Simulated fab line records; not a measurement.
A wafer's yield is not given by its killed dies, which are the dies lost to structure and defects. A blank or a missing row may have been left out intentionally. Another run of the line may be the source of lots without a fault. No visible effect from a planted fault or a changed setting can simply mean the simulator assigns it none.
A lot that was struck, set against a sound lot | flow gf180mcu | 14 steps out of a route of 602
Sound: these wafers, L726.1, L726.2, L726.5. The struck wafers were L724.2, L724.5, L724.6. The cause is named last.
At each step with rows: each side's tool, then ch and its chambers, then its first start. Under that, the readings that differ: sound wafers | struck wafers | difference of the means | sigmas: that difference in standard deviations of wafers without a fault.
alike: same words and numbers on both sides, and readings whose means sit less than 2 such deviations apart. not compared: any withheld reading, any reading some wafer has no value for, any bound like >300 that may hide the same value, and any number with overlapping values for which the record gives no deviation.
The two part at a step that has a row with sigmas, a row that says differs or no value, or rows on one side only. Numbers that have no deviation but don't overlap get no sigmas and don't part them. Lack of a reading on every wafer of one side parts them only where that side has two or more wafers.

first, 2 steps without rows for these wafers: GF_MIM_PEB_17; GF_MIM_DEVELOP_18 (develop time 60 s).
GF_MIM_METAL_ETCH_19: etches the open film in Cl2/BCl3, stops on Si3N4, target depth 324.5 nm, time 54.1 s.
  sound on rieMetal-04 ch 1, day 30 08:59; struck on rieMetal-03 ch 0,1, day 29 15:19
  alike: drypumpMotorCurrentA, oesProductAu, rfFwdPowerW, throttleValvePct
  not compared: rfHoursCounterH
GF_MIM_STRIP_20: strips in O2/N2.
  sound on plasmaAsher-03 ch 0,1, day 30 09:07; struck on plasmaAsher-03 ch 0,1, day 29 15:23
  alike: drypumpMotorCurrentA, heaterPowerW, oesProductAu, platenTempC, stripTimeToEndpointS
  not compared: rfHoursCounterH
then, 8 steps without rows for these wafers: GF_MIM_STRIP_21 (strips in post etch residue remover, time 1200 s); GF_MIM_CLEAN_22 (cleans in DIW); GF_M5_DEHYDRATE_00 (time 60 s); GF_M5_HMDS_01 (prime time 60 s); GF_M5_COAT_02 (resist thk 1000 nm); GF_M5_SOFTBAKE_03 (time 60 s); GF_M5_EXPOSE_04 (exposes mask Metal5, target cd 280 nm); GF_M5_PEB_05 (peb time 90 s).
GF_M5_DEVELOP_06: develop time 60 s.
  struck on lithoTrack-03, day 30 10:11; sound on lithoTrack-01 ch 0, day 31 03:50
  no value came back on the struck wafers for chillPlateTempC (C), developTimeS (s); on the sound wafers chillPlateTempC (C) reads 22.85 22.95 22.90
reading                            | sound             | struck          | difference | sigmas
model.KrF_of_M5_COAT_02.thkNm (nm) | 991.3 984.9 988.2 | 997 998.6 996.2 | +9         | 
GF_M5_CD_MEAS_07: the cd target is 280 nm.
  sound on cdSem-01 at day 31 03:59; struck on cdSem-02 at day 30 10:20
reading   | sound             | struck | difference                    | sigmas
cdNm (nm) | 278.4 278.7 278.9 | - - -  | no value on the struck wafers | 

WHERE THEY PART
Earliest at GF_M5_DEVELOP_06; latest, in this record, at GF_M5_CD_MEAS_07.

WHY: whatever the simulator had introduced
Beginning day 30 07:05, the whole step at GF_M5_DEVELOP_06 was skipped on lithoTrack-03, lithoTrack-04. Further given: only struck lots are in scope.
